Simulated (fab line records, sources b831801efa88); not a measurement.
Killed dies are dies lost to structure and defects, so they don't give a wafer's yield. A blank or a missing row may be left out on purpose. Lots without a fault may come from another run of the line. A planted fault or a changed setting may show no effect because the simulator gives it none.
Which tool did it? | flow sky130 | 13 lots, 39 wafers sampled, at 5 steps of a route of 708

WHAT THE GAUGES READ, wafer by wafer
SKY_VT_ADJUST_HVTP_TW_MEAS_11. Usual: VT_ADJUST_HVTP_TW 1346, standard deviation 8.3.
lot  | measured     | on            | VT_ADJUST_HVTP_TW | flag
L945 | day 6 02:22  | film_metro-01 | 1339 1337 1338    |
L946 | day 6 10:06  | film_metro-01 | 1341 1340 1327    |
L947 | day 6 18:48  | film_metro-02 | 1350 1338 1342    |
L948 | day 7 00:08  | film_metro-02 | 1337 1340 1344    |
L949 | day 7 03:41  | film_metro-03 | 1354 1355 1355    |
L951 | day 7 14:40  | film_metro-01 | 1342 1340 1339    |
L952 | day 7 21:08  | film_metro-01 | 1341 1341 1341    |
L953 | day 8 02:43  | film_metro-03 | 1355 1354 1359    |
L956 | day 8 23:57  | film_metro-02 | 1337 1341 1344    |
L957 | day 9 05:39  | film_metro-01 | 1344 1339 1345    |
L958 | day 9 09:22  | film_metro-03 | 1364 1355 1357    |
L967 | day 11 19:25 | film_metro-02 | 1347 1341 1346    |
L968 | day 12 06:50 | film_metro-02 | 1339 1344 1346    |

SKY_VT_ADJUST_LVTN_TW_MEAS_10. Usual: VT_ADJUST_LVTN_TW 241.5, standard deviation 2.3.
lot  | measured     | on            | VT_ADJUST_LVTN_TW | flag
L945 | day 6 21:08  | film_metro-03 | 239.1 240.2 239.3 |
L946 | day 7 05:56  | film_metro-03 | 240.9 239.9 240.9 |
L947 | day 7 14:14  | film_metro-01 | 238.1 239.7 239.6 |
L948 | day 7 19:58  | film_metro-04 | 245.0 245.1 244.6 |
L949 | day 7 23:32  | film_metro-04 | 244.8 244.7 244.6 |
L951 | day 8 10:32  | film_metro-04 | 243.8 243.5 242.0 |
L952 | day 8 17:01  | film_metro-03 | 240.8 240.0 239.9 |
L953 | day 8 21:28  | film_metro-01 | 237.2 237.3 238.2 |
L956 | day 9 20:40  | film_metro-03 | 241.2 240.8 241.9 |
L957 | day 10 02:45 | film_metro-04 | 245.3 245.2 245.3 |
L958 | day 10 08:32 | film_metro-03 | 240.3 242.8 243.0 |
L967 | day 12 20:22 | film_metro-03 | 241.5 241.4 241.5 |
L968 | day 13 06:59 | film_metro-03 | 240.7 242.0 241.7 |

SKY_POLY_GATE_THK_MEAS_04. Usual: POLY_GATE_CVD_03_THK 75.4 nm, standard deviation 0.58.
lot  | measured     | on            | POLY_GATE_CVD_03_THK (nm)           | flag
L945 | day 14 18:40 | film_metro-01 | 76.1 75.8 76.1                      |
L946 | day 15 07:16 | film_metro-03 | 75.3 75.8 75.3                      |
L947 | day 15 20:20 | film_metro-01 | 76.4 76.3 75.9                      |
L948 | day 16 04:26 | film_metro-01 | 74.4 74.8 75.2                      |
L949 | day 16 14:51 | film_metro-03 | 76.0 75.5 76.3                      |
L951 | day 17 03:53 | film_metro-01 | 75.3 75.3 75.5                      |
L952 | day 17 16:10 | film_metro-02 | 75.7 75.6 75.0                      |
L953 | day 17 18:40 | film_metro-01 | 74.5 75.4 74.9                      |
L956 | day 19 01:49 | film_metro-03 | 76.2 76.1 75.4                      |
L957 | day 19 12:31 | film_metro-01 | 108.6 107.6 108.2 108.5 107.6 108.2 | OFF
L958 | day 19 16:16 | film_metro-03 | 107.8 107.5 108.0 107.9 107.4 108.0 | OFF
L967 | day 22 21:23 | film_metro-01 | 75.7 75.2 76.1                      |
L968 | day 23 12:07 | film_metro-01 | 75.4 74.9 74.6                      |

WHICH TOOL RAN EACH LOT (tool, then ch and the chambers of the sampled wafers, then the start)
lot  | SKY_RES_PROTECT_STRIP_07             | SKY_POLY_GATE_CVD_03
L945 | plasma_asher-04 ch 0,1, day 14 16:47 | lpcvd-02 ch 0, day 14 17:18
L946 | plasma_asher-04 ch 0,1, day 15 05:41 | lpcvd-02 ch 0, day 15 05:54
L947 | plasma_asher-02 ch 0,1, day 15 16:22 | lpcvd-02 ch 0, day 15 18:18
L948 | plasma_asher-02 ch 0,1, day 16 01:17 | lpcvd-02 ch 0, day 16 03:05
L949 | plasma_asher-04 ch 0,1, day 16 12:02 | lpcvd-02 ch 1, day 16 13:29
L951 | plasma_asher-04 ch 0,1, day 17 01:44 | lpcvd-02 ch 1, day 17 02:31
L952 | plasma_asher-04 ch 0,1, day 17 12:59 | lpcvd-02 ch 1, day 17 14:49
L953 | plasma_asher-04 ch 0,1, day 17 17:05 | lpcvd-02 ch 1, day 17 17:19
L956 | plasma_asher-04 ch 1, day 19 00:14   | lpcvd-02 ch 0, day 19 00:27
L957 | plasma_asher-02 ch 0,1, day 19 10:56 | lpcvd-02 ch 0, day 19 11:08
L958 | plasma_asher-01 ch 0,1, day 19 14:43 | lpcvd-02 ch 1, day 19 14:53
L967 | plasma_asher-01 ch 0,1, day 22 19:49 | lpcvd-02 ch 0, day 22 20:02
L968 | plasma_asher-01 ch 1, day 23 10:32   | lpcvd-02 ch 0, day 23 10:45
- SKY_RES_PROTECT_STRIP_07: strips in O2/N2.
- SKY_POLY_GATE_CVD_03: deposits Si3N4 from DCS/NH3, target thk 75 nm, time 1290 s.

WHAT THE TOOLS THEMSELVES READ (means of the sampled wafers that have a number; where no wafer has one, the mark that the record gives instead)
SKY_RES_PROTECT_STRIP_07. Usual: drypump_motor_current_A 5.5 A, standard deviation 0.34; oes_product_au 0.518 a.u., standard deviation 0.0049; strip_time_to_endpoint_s 23.30 s, standard deviation 0.039.
lot  | tool            | drypump_motor_current_A (A) | oes_product_au (a.u.) | strip_time_to_endpoint_s (s) | flag
L945 | plasma_asher-04 | 5.1                         | 0.523                 | 23.31                        |
L946 | plasma_asher-04 | 5.2                         | 0.520                 | 23.30                        |
L947 | plasma_asher-02 | 5.7                         | 0.519                 | 23.30                        |
L948 | plasma_asher-02 | 5.6                         | 0.523                 | 23.30                        |
L949 | plasma_asher-04 | 5.3                         | 0.518                 | 23.28                        |
L951 | plasma_asher-04 | 5.1                         | 0.523                 | 23.29                        |
L952 | plasma_asher-04 | 5.1                         | 0.518                 | 23.28                        |
L953 | plasma_asher-04 | 5.2                         | 0.517                 | 23.28                        |
L956 | plasma_asher-04 | 4.9                         | 0.516                 | 23.28                        |
L957 | plasma_asher-02 | 5.6                         | 0.522                 | 23.36                        |
L958 | plasma_asher-01 | 5.6                         | 0.521                 | 23.28                        |
L967 | plasma_asher-01 | 5.6                         | 0.517                 | 23.36                        |
L968 | plasma_asher-01 | 5.5                         | 0.517                 | 23.26                        |

SKY_POLY_GATE_CVD_03. Usual: zone_power_top_pct 24.2 %, standard deviation 0.33.
lot  | tool     | zone_power_top_pct (%) | flag
L945 | lpcvd-02 | 24.3                   |
L946 | lpcvd-02 | 24.0                   |
L947 | lpcvd-02 | 23.9                   |
L948 | lpcvd-02 | 24.1                   |
L949 | lpcvd-02 | 24.5                   |
L951 | lpcvd-02 | 24.3                   |
L952 | lpcvd-02 | 24.5                   |
L953 | lpcvd-02 | 24.7                   |
L956 | lpcvd-02 | 24.0                   |
L957 | lpcvd-02 | 24.0                   |
L958 | lpcvd-02 | 24.3                   |
L967 | lpcvd-02 | 24.0                   |
L968 | lpcvd-02 | 23.8                   |

THE ANSWER, worked out from the rows above alone
Rule: a lot is off if the mean of its wafers that have a number lies more than 3 standard deviations from the usual mean. A lot without any number at a reading at which 4 lots or more have one is off too. The other lots that the step has rows for count as sound. The gauges are gone through in route order, then the tools' own readings, and for those a lot's mean is taken as printed above. The first step at which some lot is off is used, and at that step the reading that is off furthest; a lot without a number counts as furthest.
Off: L957, L958, at SKY_POLY_GATE_THK_MEAS_04 (POLY_GATE_CVD_03_THK).
A tool fits if, at a process step before that reading, it ran every lot that is off, and no sound lot after the first of them. The gauges at SKY_POLY_GATE_THK_MEAS_04 are tried like those tools. None of those tried fits.

WHAT THE SIMULATOR HAD PUT IN
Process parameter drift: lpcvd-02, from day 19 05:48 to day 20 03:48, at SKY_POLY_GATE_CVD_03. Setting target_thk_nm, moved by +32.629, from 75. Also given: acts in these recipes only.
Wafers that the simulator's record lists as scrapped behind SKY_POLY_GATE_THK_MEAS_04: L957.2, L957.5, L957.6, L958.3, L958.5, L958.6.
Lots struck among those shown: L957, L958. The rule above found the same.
